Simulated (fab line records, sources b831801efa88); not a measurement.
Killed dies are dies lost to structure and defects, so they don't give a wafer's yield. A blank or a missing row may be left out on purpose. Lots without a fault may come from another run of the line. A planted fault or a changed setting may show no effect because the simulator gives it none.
Chamber matching | flow sky130 | SKY_VIA1_ETCH_14 on rie_diel-01: 4 sister chambers
The step etches BARC in N2/H2, stops on SiO2, time 45.9 s, target depth 60 nm. 24 wafers are shown with their chamber, then 12 later ones without.

WAFERS WITH THEIR CHAMBER
wafer  | chamber | drypump_motor_current_A (A) | chamber_pressure_mTorr (mTorr) | oes_product_au (a.u.)
L074.1 | 3       | 5.7                         | 29.986                         | 0.869
L074.4 | 0       | 4.9                         | 29.966                         | 0.858
L074.5 | 3       | 5.7                         | 29.993                         | 0.854
L075.4 | 3       | 5.7                         | 29.993                         | 0.849
L075.5 | 2       | 6.2                         | 29.961                         | 0.855
L075.6 | 0       | 4.9                         | 29.980                         | 0.853
L077.2 | 0       | 4.9                         | 30.007                         | 0.862
L077.3 | 3       | 5.7                         | 29.985                         | 0.856
L077.4 | 3       | 5.7                         | 29.997                         | 0.851
L078.1 | 1       | 6.0                         | 29.958                         | 0.857
L078.2 | 0       | 4.9                         | 29.965                         | 0.854
L078.6 | 1       | 6.0                         | 30.047                         | 0.849
L079.1 | 2       | 6.3                         | 30.029                         | 0.858
L079.3 | 3       | 5.7                         | 30.005                         | 0.847
L079.6 | 3       | 5.6                         | 29.996                         | 0.854
L082.1 | 1       | 6.0                         | 30.063                         | 0.851
L082.2 | 0       | 4.9                         | 29.996                         | 0.856
L082.3 | 2       | 6.2                         | 30.008                         | 0.856
L086.2 | 1       | 6.0                         | 30.053                         | 0.853
L086.3 | 2       | 6.3                         | 29.980                         | 0.856
L086.5 | 0       | 4.9                         | 29.978                         | 0.849
L085.1 | 0       | 4.9                         | 30.027                         | 0.854
L085.5 | 1       | 6.0                         | 29.997                         | 0.850
L085.6 | 0       | 4.9                         | 30.007                         | 0.857

SIGNATURES (means of the wafers above)
reading                 | chamber 0 | chamber 1 | chamber 2 | chamber 3 | scatter within a chamber
drypump_motor_current_A | 4.900     | 6.000     | 6.250     | 5.686     | 0.0305
chamber_pressure_mTorr  | 29.99075  | 30.02360  | 29.99450  | 29.99357  | 0.0268
oes_product_au          | 0.85537   | 0.85200   | 0.85625   | 0.85429   | 0.0048
Rule: a wafer's distance from a chamber is the root of the sum, over the readings, of the square of ((its reading less the chamber's mean) divided by the reading's scatter). The wafer belongs to the nearest chamber; if the next one is less than 2 further off, it can't be placed. The scatter: the root of (the sum of the squares of (reading less its chamber's mean) over the shown wafers, divided by (wafers less chambers)).

WAFERS WITHOUT THEIR CHAMBER
wafer  | drypump_motor_current_A (A) | chamber_pressure_mTorr (mTorr) | oes_product_au (a.u.)
L087.1 | 6.0                         | 30.018                         | 0.858
L087.4 | 5.7                         | 30.020                         | 0.858
L087.6 | 4.9                         | 30.000                         | 0.852
L089.1 | 6.0                         | 30.036                         | 0.845
L089.3 | 5.0                         | 30.032                         | 0.854
L089.6 | 6.0                         | 29.968                         | 0.858
L092.2 | 6.2                         | 29.970                         | 0.854
L092.4 | 6.0                         | 30.002                         | 0.853
L092.6 | 5.0                         | 30.053                         | 0.861
L095.1 | 5.7                         | 30.012                         | 0.858
L095.3 | 5.0                         | 29.971                         | 0.854
L095.5 | 6.3                         | 29.998                         | 0.858

WHICH CHAMBER EACH WENT THROUGH
wafer  | from the rows above | in truth
L087.1 | 1                   | 1
L087.4 | 3                   | 3
L087.6 | 0                   | 0
L089.1 | 1                   | 1
L089.3 | 0                   | 0
L089.6 | 1                   | 1
L092.2 | 2                   | 2
L092.4 | 1                   | 1
L092.6 | 0                   | 0
L095.1 | 3                   | 3
L095.3 | 0                   | 0
L095.5 | 2                   | 2
Placed correctly: 12 of 12. Can't be placed from these rows: 0. Placed wrongly: 0.
